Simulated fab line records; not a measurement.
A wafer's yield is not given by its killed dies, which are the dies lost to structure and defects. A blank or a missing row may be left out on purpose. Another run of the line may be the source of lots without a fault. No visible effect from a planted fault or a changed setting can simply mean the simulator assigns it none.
Split-lot study    flow sky130    23 wafers read from 5 lots, route of 708 steps

SPLIT DETAILS
At SKY_METAL3_SPUTTER_03 (material Ti, target thk 5 nm, time 3.3 s), the setting time s was moved away from the recipe's 3.3 s on 8 of the 23 wafers read, by -14.4% to -8.4%. The other wafers ran this setting at the recipe's value.

The split's own step is where the reading is taken.

THE READING
Ti_of_METAL3_SPUTTER_03.thk nm (the simulator's own value, which no gauge read), in nm, at SKY_METAL3_SPUTTER_03 (material Ti, target thk 5 nm, time 3.3 s). The file gives no usual value for it. Here, 15 wafers ran the recipe; their average is 5.024 nm with a standard deviation of 0.1 nm.

wafer   tool, chamber at the split  time s as run, s  against the recipe  Ti_of_METAL3_SPUTTER_03.thk nm, nm  against lot-mates on the recipe
L077.1  pvd sputter-04, -           3.3               recipe              5.136                               -
L077.2  pvd sputter-04, -           3.3               recipe              5.105                               -
L077.3  pvd sputter-04, -           3.3               recipe              4.867                               -
L077.4  pvd sputter-04, -           3.3               recipe              5.202                               -
L077.6  pvd sputter-04, -           3.3               recipe              5.094                               -
L078.2  pvd sputter-04, -           3.024             -8.4%               4.394                               -0.567
L078.3  pvd sputter-04, -           3.3               recipe              4.883                               -
L078.4  pvd sputter-04, -           3.024             -8.4%               4.399                               -0.562
L078.5  pvd sputter-04, -           3.3               recipe              4.985                               -
L078.6  pvd sputter-04, -           3.3               recipe              5.014                               -
L080.2  pvd sputter-02, -           3.3               recipe              5.024                               -
L080.4  pvd sputter-02, -           3.3               recipe              5.006                               -
L080.5  pvd sputter-02, -           3.3               recipe              5.046                               -
L083.1  pvd sputter-02, -           3.3               recipe              5.144                               -
L083.2  pvd sputter-02, -           3.3               recipe              5                                   -
L083.3  pvd sputter-02, -           2.824             -14.4%              4.306                               -0.766
L083.4  pvd sputter-02, -           2.824             -14.4%              4.309                               -0.763
L083.5  pvd sputter-02, -           2.824             -14.4%              4.277                               -0.795
L084.1  pvd sputter-02, -           2.9               -12.1%              4.286                               -0.642
L084.2  pvd sputter-02, -           2.9               -12.1%              4.29                                -0.638
L084.3  pvd sputter-02, -           3.3               recipe              4.848                               -
L084.4  pvd sputter-02, -           3.3               recipe              5.007                               -
L084.6  pvd sputter-02, -           2.9               -12.1%              4.383                               -0.545

THE FIT
A straight line over all 23 wafers: Ti_of_METAL3_SPUTTER_03.thk nm changes by +0.0553 nm for each +1% of time s; r = +0.96; the points scatter about the line by 0.1 nm.
The same after taking each lot's own level away (the mean of its wafers on the recipe; 23 wafers): +0.0536 nm for each +1%; r = +0.97; scatter 0.08 nm.
According to that fit, moving time s by its largest amount changes the reading by 0.77 nm.
The lots' own levels span 4.9275 to 5.0808 nm, that is 1.5 times the standard deviation above.
The two slopes agree, so the slope changes little with the lot-to-lot level.
Check: for one of the wafers moved furthest among these (-14.4%), held out of the fit, the line's prediction against its lot-mates is -0.781 nm. Against them it came out at -0.766 nm.

ADDITIONAL SPLITS CARRIED BY THESE WAFERS
These wafers also went through other splits before the reading. Each is held against what the fit with the lots' levels taken away leaves over:
other split on the same wafers           wafers away from the commonest value  r with Ti_of_METAL3_SPUTTER_03.thk nm (lot level and that fit taken away)
SKY_METAL2_SPUTTER_01 time s             11                                    -0.11
SKY_VIA2_DEVELOP_11 dev temp c           10                                    -0.26
SKY_VIA2_SPUTTER_20 chamber pressure pa  15                                    +0.08

FILE'S OWN FIT
Ti_of_METAL3_SPUTTER_03.thk nm changes by +0.0548 nm for each +1% of time s, r = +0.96.
